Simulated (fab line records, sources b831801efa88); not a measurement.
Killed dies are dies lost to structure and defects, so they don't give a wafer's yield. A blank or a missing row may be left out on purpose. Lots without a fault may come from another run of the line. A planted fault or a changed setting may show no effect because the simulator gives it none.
Which tool did it? | flow gf180mcu | 11 lots, 33 wafers sampled, at 5 steps of a route of 602

WHAT THE GAUGES READ, wafer by wafer
GF_M5_CD_MEAS_07: target cd 280 nm.
lot  | measured     | on        | cd_nm (nm)
L377 | day 26 12:30 | cd_sem-01 | 280.0 279.8 281.3
L378 | day 26 19:31 | cd_sem-01 | 279.2 280.0 279.7
L380 | day 27 10:40 | cd_sem-01 | 279.9 280.4 279.5
L381 | day 27 12:52 | cd_sem-02 | 279.7 279.4 279.3
L382 | day 28 00:54 | cd_sem-02 | 280.6 281.1 279.8
L390 | day 30 10:42 | cd_sem-02 | 286.4 288.6 286.3
L391 | day 30 11:19 | cd_sem-02 | 288.3 286.3 287.0
L392 | day 30 22:51 | cd_sem-01 | 279.4 280.6 279.6
L394 | day 31 07:10 | cd_sem-01 | 281.1 279.7 280.3
L395 | day 31 11:19 | cd_sem-02 | 278.4 278.8 279.5
L398 | day 32 07:25 | cd_sem-01 | 281.5 280.7 282.0

WHICH TOOL RAN EACH LOT (tool, then ch and the chambers of the sampled wafers, then the start)
lot  | GF_M4_METAL_ETCH_16               | GF_V4_STRIP_18                       | GF_MIM_SPUTTER_04            | GF_M5_EXPOSE_04
L377 | rie_metal-02 ch 0,1, day 23 16:14 | plasma_asher-03 ch 0,1, day 24 16:04 | pvd_sputter-01, day 24 17:29 | krf_scanner-01 ch 0, day 26 02:18
L378 | rie_metal-03 ch 0,1, day 23 23:33 | plasma_asher-03 ch 0,1, day 24 23:07 | pvd_sputter-03, day 25 00:34 | krf_scanner-01 ch 0, day 26 09:40
L380 | rie_metal-03 ch 0, day 24 16:45   | plasma_asher-04 ch 0,1, day 25 15:49 | pvd_sputter-02, day 25 17:21 | krf_scanner-01 ch 0, day 27 00:56
L381 | rie_metal-02 ch 1, day 24 18:57   | plasma_asher-02 ch 0,1, day 25 17:46 | pvd_sputter-02, day 25 19:11 | krf_scanner-02 ch 0, day 27 02:25
L382 | rie_metal-01 ch 0, day 25 07:17   | plasma_asher-02 ch 0, day 26 05:53   | pvd_sputter-02, day 26 07:18 | krf_scanner-02 ch 0, day 27 15:18
L390 | rie_metal-02 ch 0,1, day 27 21:12 | plasma_asher-02 ch 0,1, day 28 18:28 | pvd_sputter-01, day 28 19:50 | krf_scanner-01 ch 0, day 30 01:16
L391 | rie_metal-03 ch 0,1, day 27 23:31 | plasma_asher-02 ch 1, day 28 20:17   | pvd_sputter-01, day 28 21:41 | krf_scanner-01 ch 0, day 30 02:42
L392 | rie_metal-02 ch 0,1, day 28 11:22 | plasma_asher-04 ch 0,1, day 29 08:08 | pvd_sputter-03, day 29 09:39 | krf_scanner-02 ch 0, day 30 13:55
L394 | rie_metal-03 ch 0,1, day 28 19:49 | plasma_asher-02 ch 0,1, day 29 16:40 | pvd_sputter-03, day 29 18:07 | krf_scanner-02 ch 0, day 30 22:36
L395 | rie_metal-01 ch 0,1, day 29 01:19 | plasma_asher-03 ch 0,1, day 29 21:43 | pvd_sputter-03, day 29 23:10 | krf_scanner-02 ch 0, day 31 03:21
L398 | rie_metal-01 ch 1, day 29 22:13   | plasma_asher-02 ch 0,1, day 30 18:23 | pvd_sputter-03, day 30 19:58 | krf_scanner-02 ch 0, day 31 23:19
- GF_M4_METAL_ETCH_16: etches the open film in Cl2/BCl3, stops on SiO2, target depth 750.8 nm, time 125.1 s.
- GF_V4_STRIP_18: strips in O2/N2.
- GF_MIM_SPUTTER_04: material TiN, target thk 50 nm, time 41.7 s.
- GF_M5_EXPOSE_04: exposes mask Metal5, target cd 280 nm.

WHAT THE TOOLS THEMSELVES READ (means of the sampled wafers that have a number; where no wafer has one, the mark that the record gives instead)
GF_M4_METAL_ETCH_16.
lot  | tool         | bias_w (W) | drypump_motor_current_A (A) | oes_product_au (a.u.) | rf_fwd_power_W (W) | throttle_valve_pct (%)
L377 | rie_metal-02 | 140.1      | 5.69                        | 0.989                 | 797.6              | 28.229
L378 | rie_metal-03 | 140.1      | 5.61                        | 0.990                 | 792.0              | 28.219
L380 | rie_metal-03 | 139.4      | 5.65                        | 0.992                 | 794.3              | 28.232
L381 | rie_metal-02 | 139.8      | 5.74                        | 0.996                 | 794.4              | 28.220
L382 | rie_metal-01 | 140.1      | 6.13                        | 0.996                 | 790.4              | 28.226
L390 | rie_metal-02 | 140.2      | 5.71                        | 0.989                 | 797.6              | 28.227
L391 | rie_metal-03 | 140.4      | 5.59                        | 0.989                 | 792.8              | 28.232
L392 | rie_metal-02 | 140.3      | 5.68                        | 0.987                 | 797.8              | 28.221
L394 | rie_metal-03 | 140.2      | 5.54                        | 0.989                 | 794.1              | 28.227
L395 | rie_metal-01 | 139.8      | 6.12                        | 0.990                 | 796.5              | 28.227
L398 | rie_metal-01 | 139.5      | 6.10                        | 0.992                 | 795.1              | 28.237

GF_V4_STRIP_18.
lot  | tool            | drypump_motor_current_A (A) | heater_power_w (W) | oes_product_au (a.u.)
L377 | plasma_asher-03 | 5.8                         | 340                | 0.587
L378 | plasma_asher-03 | 5.8                         | 343                | 0.596
L380 | plasma_asher-04 | 5.3                         | 287                | 0.594
L381 | plasma_asher-02 | 5.9                         | 363                | 0.589
L382 | plasma_asher-02 | 6.4                         | 394                | 0.589
L390 | plasma_asher-02 | 5.9                         | 368                | 0.592
L391 | plasma_asher-02 | 5.6                         | 344                | 0.594
L392 | plasma_asher-04 | 5.4                         | 287                | 0.593
L394 | plasma_asher-02 | 6.1                         | 379                | 0.594
L395 | plasma_asher-03 | 5.8                         | 340                | 0.595
L398 | plasma_asher-02 | 5.9                         | 364                | 0.592

GF_MIM_SPUTTER_04.
lot  | tool           | throttle_valve_pct (%)
L377 | pvd_sputter-01 | 29.3
L378 | pvd_sputter-03 | 31.4
L380 | pvd_sputter-02 | 31.5
L381 | pvd_sputter-02 | 31.2
L382 | pvd_sputter-02 | 30.7
L390 | pvd_sputter-01 | 30.0
L391 | pvd_sputter-01 | 30.3
L392 | pvd_sputter-03 | 31.6
L394 | pvd_sputter-03 | 29.9
L395 | pvd_sputter-03 | 30.0
L398 | pvd_sputter-03 | 29.9

GF_M5_EXPOSE_04.
lot  | tool           | exposure_dose_mJ_cm2
L377 | krf_scanner-01 | 27.981
L378 | krf_scanner-01 | 27.999
L380 | krf_scanner-01 | 27.999
L381 | krf_scanner-02 | 28.000
L382 | krf_scanner-02 | 27.995
L390 | krf_scanner-01 | 26.768
L391 | krf_scanner-01 | 26.777
L392 | krf_scanner-02 | 27.990
L394 | krf_scanner-02 | 28.032
L395 | krf_scanner-02 | 27.976
L398 | krf_scanner-02 | 27.970

THE ANSWER, worked out from the rows above alone
Rule: what is usual is taken from the lots themselves. Put in order of their means at a reading, lots are off if they are a third of the lots or fewer, leave a main group of 4 or more, and stand apart from it by a gap of 3 or more times the standard deviation of the main group's means; of several such gaps the widest counts. A main group whose means are all the same, to the digits that the tables above print for the reading, isn't used. A lot without any number at a reading at which 4 lots or more have one is off too. The other lots that the step has rows for count as sound. The gauges are gone through in route order, then the tools' own readings, and for those a lot's mean is taken as printed above. The first step at which some lot is off is used, and at that step the reading that is off furthest; a lot without a number counts as furthest.
Off: L390, L391, at GF_M5_CD_MEAS_07 (cd_nm). The main group: mean 280.0 nm, standard deviation 0.68.
A tool fits if, at a process step before that reading, it ran every lot that is off, and no sound lot after the first of them. The gauges at GF_M5_CD_MEAS_07 aren't tried: what is off there is off at GF_M5_EXPOSE_04 too, on other tools, and a gauge's error can't cause that. Can't be told from this: 2 tools fit, pvd_sputter-01 at GF_MIM_SPUTTER_04, krf_scanner-01 at GF_M5_EXPOSE_04.

WHAT THE SIMULATOR HAD PUT IN
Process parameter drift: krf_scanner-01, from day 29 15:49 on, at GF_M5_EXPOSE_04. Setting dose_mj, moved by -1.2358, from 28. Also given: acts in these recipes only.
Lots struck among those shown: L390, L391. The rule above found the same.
